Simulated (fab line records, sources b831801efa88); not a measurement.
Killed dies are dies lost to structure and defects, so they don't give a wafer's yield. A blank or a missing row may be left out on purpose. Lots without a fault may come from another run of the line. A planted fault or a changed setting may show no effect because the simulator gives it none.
Problem report in the 8D (eight disciplines) form, filled by code | flow gf180mcu | the parts of the form that need people (team, actions taken, sign-off) are left out

1. THE PROBLEM
oes_product_au at GF_V5_ETCH_17 reads a mean of 0.907 a.u. on 4 wafers of 3 lots; wafers without a fault read 0.860 a.u. with a standard deviation of 0.0043. That is +11 standard deviations from the usual mean.
The step: etches SiO2 in C4F8/O2/Ar, stops on TiN, target depth 855 nm.
The step gives no start for some of these wafers. The record holds 34 wafers of 12 lots with a number at this step. Rule for "out", or "out of limits": more than 4 standard deviations from the usual mean. The other wafers with a number count as sound.

2. WHAT IT IS AND WHAT IT IS NOT
question                    | is                             | is not
which readings at this step | oes_product_au                 | -
which lots                  | L544, L547, L548               | L532, L533, L534, L535, L537, L538, L539, L551, L552
which wafers of those lots  | L544.1, L547.1, L547.2, L548.1 | L544.4, L544.5, L548.4
read on which tools         | rie_diel-01, rie_diel-03       | rie_diel-02

3. SUSPECTS, AND WHAT RULES EACH OUT
Counting: a tool at a process step up to the reading stays a suspect if it ran every lot that is out. Sound lots after the first of them don't rule it out here, since some wafers of a struck lot are sound.
- cmp-02 at GF_V5_CMP_04 (polishes SiO2): kept. It ran every lot that is out, first L544 (day 29 22:45); its last sound lot up to then is L537 (day 27 23:12).
Left after counting: cmp-02 at GF_V5_CMP_04.

4. THE CAUSE (what the simulator had put in)
Process parameter drift: cmp-02, from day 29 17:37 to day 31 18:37, at GF_V5_CMP_04. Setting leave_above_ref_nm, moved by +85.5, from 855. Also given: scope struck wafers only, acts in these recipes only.
Counting left only this tool.

5. THE CHAIN OF EFFECTS, in route order
Each row: a reading whose mean over the struck wafers that have a number lies more than 3 standard deviations from the usual. Only readings for which the record gives a usual standard deviation are gone through. hours: the time from each lot's start at the first step in this table that gives one to its start at this step, as a median over the lots. sigmas: the change in usual standard deviations.
hours | step          | reading        | usual      | on struck wafers | change | sigmas
-     | GF_V5_ETCH_17 | oes_product_au | 0.860 a.u. | 0.907            | +0.047 | +11
The process steps in it:
- GF_V5_ETCH_17: etches SiO2 in C4F8/O2/Ar, stops on TiN, target depth 855 nm.

6. WHAT WOULD HAVE CAUGHT IT SOONER
Of the tool readings at GF_V5_CMP_04 for which the record gives a usual standard deviation, none was out on any struck wafer, so an alarm limit of 4 standard deviations on them would not have fired.
